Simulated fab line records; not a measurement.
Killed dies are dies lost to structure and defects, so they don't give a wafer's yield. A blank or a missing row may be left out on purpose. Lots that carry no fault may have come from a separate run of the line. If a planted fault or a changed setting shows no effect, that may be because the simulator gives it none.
Comparing a struck lot with a sound one / flow sky130 / 17 steps out of a route of 708
Sound: the wafers L758.4, L758.5, L758.6. Wafers struck: L764.1, L764.4, L764.5. The cause is named last.
For every step that has rows: the tool of each side, followed by ch and its chambers, followed by its first start. Under that, the readings that differ: sound wafers / struck wafers / difference of the means / sigmas: that difference in standard deviations of wafers without a fault.
alike: same words and numbers on both sides, and readings whose means sit less than 2 such deviations apart. not compared: any withheld reading, any reading some wafer has no value for, any bound like >300 that may hide the same value, and any number with overlapping values for which the record gives no deviation.
A row with sigmas, a row that says differs or no value, or rows on one side alone: a step with any of these is where the two part. When numbers do not overlap yet have no deviation, they are printed without sigmas and do not part them. Lack of a reading on every wafer of one side parts them only where that side has two or more wafers.

first, 1 step without rows for these wafers: SKY_VT_ADJUST_LVTN_IMPLANT_19.
SKY_VT_ADJUST_LVTN_STRIP_20: strips in O2/N2.
  sound on plasma_asher-03 ch 0,1, day 8 14:10; struck on plasma_asher-04 ch 0,1, day 10 03:31
reading=strip_time_to_endpoint_s (s); sound=14.22 14.23 14.23; struck=14.11 14.19 14.14; difference=-0.08; sigmas=-2
  alike: chamber_pressure_mTorr, drypump_motor_current_A, n2_flow_sccm, o2_flow_sccm, oes_product_au
  not compared: rf_hours_counter_h
SKY_VT_ADJUST_LVTN_TW_MEAS_21:
  sound: film_metro-04 at day 8 14:15; struck: film_metro-03 at day 10 03:37
  alike: VT_ADJUST_LVTN_2_TW
then, 7 steps without rows for these wafers: SKY_VT_ADJUST_NCORE_DEHYDRATE_00 (time 60 s); SKY_VT_ADJUST_NCORE_HMDS_01 (prime time 60 s); SKY_VT_ADJUST_NCORE_COAT_02 (resist thk 1140 nm); SKY_VT_ADJUST_NCORE_SOFTBAKE_03 (time 60 s); SKY_VT_ADJUST_NCORE_EXPOSE_04 (exposes mask LVTN COMPLEMENT THIN, target cd 380 nm); SKY_VT_ADJUST_NCORE_PEB_05; SKY_VT_ADJUST_NCORE_DEVELOP_06 (develop time 60 s).
SKY_VT_ADJUST_NCORE_CD_MEAS_07: the cd target is 380 nm.
  sound: cd_sem-01 at day 9 11:38; struck: cd_sem-02 at day 11 02:39
  alike: cd_nm
SKY_VT_ADJUST_NCORE_OVL_MEAS_08:
  sound: overlay-02 at day 9 11:43; struck: overlay-01 at day 11 02:46
  alike: VT_ADJUST_NCORE_OVL
SKY_VT_ADJUST_NCORE_IMPLANT_09:
  sound on implanter-01 ch 0, day 9 11:49; struck on implanter-02 ch 0, day 11 02:49
reading=implant_ion_amu; sound=11 11 11; struck=49 49 49; difference=+38; sigmas=
reading=model.implant.rp_nm (nm); sound=32.25 32.25 32.25; struck=10.4 10.4 10.4; difference=-21.9; sigmas=
reading=model.implant.drp_nm (nm); sound=17.11 17.11 17.11; struck=6.005 6.005 6.005; difference=-11.105; sigmas=
  alike: faraday_current_uA
SKY_VT_ADJUST_NCORE_STRIP_10: strips in O2/N2.
  sound on plasma_asher-02 ch 0,1, day 9 11:55; struck on plasma_asher-01 ch 0, day 11 02:58
  alike: chamber_pressure_mTorr, drypump_motor_current_A, n2_flow_sccm, o2_flow_sccm, oes_product_au, strip_time_to_endpoint_s
  not compared: rf_hours_counter_h
SKY_VT_ADJUST_NCORE_TW_MEAS_11:
  sound: film_metro-03 at day 9 12:01; struck: film_metro-02 at day 11 03:04
reading=VT_ADJUST_NCORE_TW; sound=218.0 219.7 219.1; struck=313.9 314.0 314.1; difference=+95.1; sigmas=+50
then, 1 step without rows for these wafers: SKY_VT_ADJUST_HVTR_DEHYDRATE_00 (time 60 s).
-- record jumps: 37 days separate the struck wafers' starts on either side; left off in module VT_ADJUST_HVTR, taken up again in module PAD_OPEN, whose first shown step is the route's number 708 --
SKY_PAD_OPEN_PROBE_99:
  sound: prober-02 at day 46 08:47; struck: prober-02 at day 47 19:19
reading=killed_at_front_end; sound=18 7 10; struck=22 19 21; difference=+9; sigmas=+2
reading=model.etest.nfet_16v.r_on_ohm_um; sound=1.355e+04 1.349e+04 1.356e+04; struck=1.212e+04 1.217e+04 1.217e+04; difference=-1.380e+03; sigmas=
reading=model.etest.pfet_16v.r_on_ohm_um; sound=1.529e+04 1.526e+04 1.535e+04; struck=1.724e+04 1.701e+04 1.766e+04; difference=+2.003e+03; sigmas=
reading=model.etest.pfet_g5v0d10v5.r_on_ohm_um; sound=4799 4720 4744; struck=5401 5412 5433; difference=+661; sigmas=
reading=model.etest.tip_p.rs_ohm_sq; sound=6843 6839 6870; struck=7229 7273 7259; difference=+403; sigmas=
reading=model.etest.res_pwell_under_gate.rs_ohm_sq; sound=2288 2280 2262; struck=2517 2523 2529; difference=+246; sigmas=
reading=model.etest.pfet_01v8.r_on_ohm_um; sound=2888 2856 2854; struck=2984 2996 2998; difference=+127; sigmas=
reading=model.etest.nfet_g5v0d10v5.r_on_ohm_um; sound=1872 1848 1861; struck=1727 1739 1740; difference=-125; sigmas=
reading=model.etest.tip_p_5v.rs_ohm_sq; sound=2916 2884 2905; struck=3028 3032 3010; difference=+122; sigmas=
  alike: killed_at_M0_to_M3, killed_at_M4_up, killed_at_contacts, killed_at_other, killed_dies, killed_on_rim, killed_open, killed_short

WHERE THEY PART
First at SKY_VT_ADJUST_LVTN_STRIP_20; last, within this record, at SKY_PAD_OPEN_PROBE_99.

WHY: what the simulator had put in
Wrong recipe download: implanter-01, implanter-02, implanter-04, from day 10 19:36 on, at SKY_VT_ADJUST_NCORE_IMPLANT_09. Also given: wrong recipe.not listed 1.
